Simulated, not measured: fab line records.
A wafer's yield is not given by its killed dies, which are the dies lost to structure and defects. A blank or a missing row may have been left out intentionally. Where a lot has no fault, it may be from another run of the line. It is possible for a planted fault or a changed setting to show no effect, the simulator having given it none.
Comparing a struck lot with a sound one | flow gf180mcu | 32 out of 602 route steps
Sound: wafers L252.2, L252.4, L252.5. Struck: wafers L263.1, L263.2, L263.6. Last of all comes the cause.
At each step with rows: each side's tool, then ch and its chambers, then its first start. Under that, the readings that differ: sound wafers | struck wafers | difference of the means | sigmas: that difference in standard deviations of wafers without a fault.
alike: readings whose means differ by less than 2 such deviations, and words and numbers that are the same on both sides. not compared: withheld readings, readings that some wafer has no value for, bounds like >300 that may hide the same value, and numbers for which the record gives no deviation and whose values overlap.
Wherever a step has rows on one side only, a row that says differs or no value, or a row with sigmas, the two part there. When numbers do not overlap yet have no deviation, they are printed without sigmas and do not part them. A reading that every wafer of one side lacks parts them only if that side has two wafers or more.

first, 1 step without rows for these wafers: GF_HV_LDD_CVD_56 (deposits Si3N4 from DCS/NH3, target thk 90 nm, time 1543 s).
GF_HV_LDD_THK_MEAS_57:
  sound on filmMetro-03 at day 13 04:17; struck on filmMetro-03 at day 16 20:37
  alike: HV_LDD_CVD_56_THK
GF_HV_LDD_ETCHBACK_58: etches Si3N4 in CH3F/O2, stops on SiO2, time 100 s, target depth 90 nm.
  sound on rieDiel-03 ch 0,2,3, day 13 04:20; struck on rieDiel-04 ch 2,3, day 16 20:41
  alike: drypumpMotorCurrentA, oesProductAu, rfFwdPowerW, throttleValvePct
  not compared: rfHoursCounterH
then, 7 steps without rows for these wafers: GF_NSD_DEHYDRATE_00 (time 60 s); GF_NSD_HMDS_01 (prime time 60 s); GF_NSD_COAT_02 (resist thk 984.2 nm); GF_NSD_SOFTBAKE_03 (time 60 s); GF_NSD_EXPOSE_04 (exposes mask Nplus, target cd 400 nm); GF_NSD_PEB_05; GF_NSD_DEVELOP_06 (develop time 60 s).
GF_NSD_CD_MEAS_07: the cd target is 400 nm.
  sound on cdSem-02 at day 14 00:41; struck on cdSem-02 at day 17 19:32
  alike: cdNm
GF_NSD_OVL_MEAS_08:
  sound on overlay-02 at day 14 00:47; struck on overlay-02 at day 17 19:39
  alike: NSD_OVL
GF_NSD_IMPLANT_09:
  sound on implanter-02 ch 0, day 14 00:50; struck on implanter-03 ch 0, day 17 19:41
reading                  | sound             | struck            | difference | sigmas
implantIonAmu            | 75 75 75          | 49 49 49          | -26        | 
model.implant.rpNm (nm)  | 37.64 37.64 37.64 | 43.77 43.77 43.77 | +6.13      | 
model.implant.drpNm (nm) | 16.15 16.15 16.15 | 21.23 21.23 21.23 | +5.08      | 
  alike: tiltDeg
then, 1 step without rows for these wafers: GF_NSD_IMPLANT_10.
GF_NSD_STRIP_11: strips in O2/N2.
  sound on plasmaAsher-02 ch 0,1, day 14 01:07; struck on plasmaAsher-02 ch 0,1, day 17 19:59
reading                  | sound             | struck            | difference | sigmas
oesProductAu (a.u.)      | 0.486 0.490 0.484 | 0.475 0.474 0.471 | -0.013     | -3
stripTimeToEndpointS (s) | 22.82 22.82 22.81 | 23.55 23.53 23.55 | +0.73      | +21
  alike: drypumpMotorCurrentA, heaterPowerW
  not compared: rfHoursCounterH
GF_NSD_TW_MEAS_12:
  sound on filmMetro-04 at day 14 01:14; struck on filmMetro-01 at day 17 20:19
reading | sound          | struck         | difference | sigmas
NSD_TW  | 4315 4295 4312 | 4207 4223 4197 | -98        | -4
  not compared: hold
then, 7 steps without rows for these wafers: GF_PSD_DEHYDRATE_00 (time 60 s); GF_PSD_HMDS_01 (prime time 60 s); GF_PSD_COAT_02 (resist thk 1000 nm); GF_PSD_SOFTBAKE_03 (time 60 s); GF_PSD_EXPOSE_04 (exposes mask Pplus, target cd 400 nm); GF_PSD_PEB_05; GF_PSD_DEVELOP_06 (develop time 60 s).
GF_PSD_CD_MEAS_07: the cd target is 400 nm.
  sound on cdSem-02 at day 14 22:36; struck on cdSem-02 at day 18 20:01
  alike: cdNm
GF_PSD_OVL_MEAS_08:
  sound on overlay-01 at day 14 22:42; struck on overlay-01 at day 18 20:08
  alike: PSD_OVL
then, 1 step without rows for these wafers: GF_PSD_IMPLANT_09.
GF_PSD_STRIP_10: strips in O2/N2.
  sound on plasmaAsher-03 ch 1, day 14 22:53; struck on plasmaAsher-03 ch 0,1, day 18 20:19
  alike: drypumpMotorCurrentA, heaterPowerW, oesProductAu, stripTimeToEndpointS
  not compared: rfHoursCounterH
GF_PSD_TW_MEAS_11:
  sound on filmMetro-02 at day 14 22:59; struck on filmMetro-01 at day 18 20:25
  alike: PSD_TW
then, 1 step without rows for these wafers: GF_PSD_CLEAN_12 (cleans in SC1/SC2, time 150 s).
GF_PSD_RTA_13: time 20 s.
  sound on rtpAnneal-01 ch 0, day 14 23:07; struck on rtpAnneal-01 ch 0, day 18 20:32
  alike: lampPowerPct, wafer_temp_C_max
GF_PSD_RS_MEAS_14: measurement is done with a four-point probe.
  sound on filmMetro-02 at day 14 23:12; struck on filmMetro-04 at day 18 20:37
reading         | sound             | struck | difference                    | sigmas
NSD_RS (ohm/sq) | 46.14 46.21 46.17 | - - -  | no value on the struck wafers | 
GF_PSD_RS_MEAS_15: measurement is done with a four-point probe.
  sound on filmMetro-02 at day 14 23:19; struck on filmMetro-04 at day 18 20:44
  alike: PSD_RS

== WHERE THEY PART ==
First at GF_NSD_STRIP_11; last, within this record, at GF_PSD_RS_MEAS_14. Later steps at which nothing parts them and some readings are alike: GF_PSD_RS_MEAS_15.

WHY: what the simulator had put in
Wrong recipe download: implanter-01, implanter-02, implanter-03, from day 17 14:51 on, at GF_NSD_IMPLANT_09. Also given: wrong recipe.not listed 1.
